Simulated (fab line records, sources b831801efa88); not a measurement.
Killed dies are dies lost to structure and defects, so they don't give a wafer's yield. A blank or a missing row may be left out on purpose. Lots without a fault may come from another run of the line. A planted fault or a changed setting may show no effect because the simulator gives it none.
Problem report in the 8D (eight disciplines) form, filled by code | flow sfq_line | the parts of the form that need people (team, actions taken, sign-off) are left out

1. THE PROBLEM
M0_NB_RS at SFQ_M0_RS_MEAS_904 reads a mean of 1.027 ohm/sq on 3 wafers of 2 lots; wafers without a fault read 0.891 ohm/sq with a standard deviation of 0.008. That is +17 standard deviations from the usual mean.
The step: measures by four-point-probe.
First seen on wafer L721.3, day 9 01:09, on film_metro-01. The record holds 42 wafers of 14 lots with a number at this step. Rule for "out", or "out of limits": more than 4 standard deviations from the usual mean. The other wafers with a number count as sound.

2. WHAT IT IS AND WHAT IT IS NOT
question                    | is                     | is not
which readings at this step | M0_NB_RS               | -
which lots                  | L721, L723             | L712, L713, L717, L724, L727, L728, L729, L730, L731, L733, L734, L735
which wafers of those lots  | L721.3, L723.3, L723.5 | L721.2, L721.4, L723.4
read on which gauges        | film_metro-01          | film_metro-02, film_metro-03
when                        | from day 9 01:09       | up to then (11 sound wafers); but 28 sound wafers of L723, L724, L727, L728, L729, L730, L731, L733, L734, L735 came after

3. SUSPECTS, AND WHAT RULES EACH OUT
Counting: a tool at a process step up to the reading stays a suspect if it ran every lot that is out. Sound lots after the first of them don't rule it out here, since some wafers of a struck lot are sound.
- the gauge at SFQ_M0_RS_MEAS_904: ruled out. All the wafers that are out were read on film_metro-01, but those of them that SFQ_TRILAYER_M0_ETCH_METAL_ETCH_024 has rows for are out there too, on other tools.
- pvd_sputter-06 at SFQ_TRILAYER_M0_DEP_SPUTTER_019 (material Nb, target thk 200 nm, time 133.3 s): kept. It ran every lot that is out, first L721 (day 9 01:02).
Left after counting: pvd_sputter-06 at SFQ_TRILAYER_M0_DEP_SPUTTER_019.

4. THE CAUSE (what the simulator had put in)
Process parameter drift: pvd_sputter-06, from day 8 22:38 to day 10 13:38, at SFQ_TRILAYER_M0_DEP_SPUTTER_019. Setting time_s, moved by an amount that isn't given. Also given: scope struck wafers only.
Counting left only this tool.

5. THE CHAIN OF EFFECTS, in route order
Each row: a reading whose mean over the struck wafers that have a number lies more than 3 standard deviations from the usual. Only readings for which the record gives a usual standard deviation are gone through. hours: the time from each lot's start at the first step in this table that gives one to its start at this step, as a median over the lots. sigmas: the change in usual standard deviations.
hours | step                                | reading        | usual        | on struck wafers | change | sigmas
0     | SFQ_M0_RS_MEAS_904                  | M0_NB_RS       | 0.891 ohm/sq | 1.027            | +0.136 | +17
98    | SFQ_TRILAYER_M0_ETCH_METAL_ETCH_024 | oes_product_au | 0.893 a.u.   | 0.821            | -0.072 | -11
The process steps in it:
- SFQ_TRILAYER_M0_ETCH_METAL_ETCH_024: etches Nb in Cl2/Ar, stops on SiO2, target depth 240 nm, time 120 s.
Later measuring or inspecting steps at which every struck wafer that the step has a row for has a number for every such reading, and none has moved that far: SFQ_M0_OVL_MEAS_906, SFQ_I0_OVL_MEAS_908, SFQ_M2_OVL_MEAS_916.

6. WHAT WOULD HAVE CAUGHT IT SOONER
In this record the first reading out of limits at a measuring or inspecting step was taken at day 9 01:09, 3 hours after the fault began at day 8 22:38.
Of the tool readings at SFQ_TRILAYER_M0_DEP_SPUTTER_019 for which the record gives a usual standard deviation, none was out on any struck wafer, so an alarm limit of 4 standard deviations on them would not have fired.
Of the lots that are out (2), L723 began SFQ_TRILAYER_M0_DEP_SPUTTER_019 on pvd_sputter-06 after day 9 01:09. A hold on the tool at that time would have spared it.
